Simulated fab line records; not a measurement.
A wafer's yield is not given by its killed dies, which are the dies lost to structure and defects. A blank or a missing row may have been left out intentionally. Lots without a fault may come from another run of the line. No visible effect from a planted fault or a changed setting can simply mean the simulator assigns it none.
One fault through the eyes of 2 desks | flow gf180mcu | every desk sees just its own numbers, and what lay behind them comes last

DESK OF THE TOOL OWNER: pvd-sputter-02
The tool's own readings at GF_V1_SPUTTER_22 (material TiN, target thk 10 nm, time 40 s): means of the sampled wafers that have a number, for each lot that ran on this tool. Marked OUT: a lot whose mean sits more than 4 standard deviations from the usual mean, which makes it out of limits; the brackets give that distance.
Columns: A = throttle-valve-pct at GF_V1_SPUTTER_22, usual 30.0 %
lot  | first seen here | A
L385 | day 23 12:52    | 29.4
L389 | day 24 18:43    | 30.3
L392 | day 25 17:29    | 29.9
Finding of this desk: none of the 3 lots has anything out of limits.

FROM THE METROLOGY DESK
What the gauges read, lot by lot, whatever tool the lot ran on: means of the sampled wafers that have a number. Marked OUT: a lot whose mean sits more than 4 standard deviations from the usual mean, which makes it out of limits; the brackets give that distance.
Columns: A = cd-nm at GF_V1_CD_MEAS_14, usual 259.8 nm; B = V1_OVL at GF_V1_OVL_MEAS_15, usual -5 nm
lot  | first seen here | A     | B
L376 | day 20 03:50    | 258.7 | -8
L385 | day 23 11:59    | 261.2 | -15
L389 | day 24 17:50    | 262.0 | -8
L390 | day 25 01:31    | 259.0 | 1
L391 | day 25 09:38    | 260.3 | -5
L392 | day 25 16:32    | 260.6 | -4
Finding of this desk: none of the 6 lots has anything out of limits.

BROUGHT TOGETHER
Nothing out of limits was seen by the tool owner's desk.
Metrology desk: nothing out of limits seen.

WHAT THE SIMULATOR HAD PUT IN
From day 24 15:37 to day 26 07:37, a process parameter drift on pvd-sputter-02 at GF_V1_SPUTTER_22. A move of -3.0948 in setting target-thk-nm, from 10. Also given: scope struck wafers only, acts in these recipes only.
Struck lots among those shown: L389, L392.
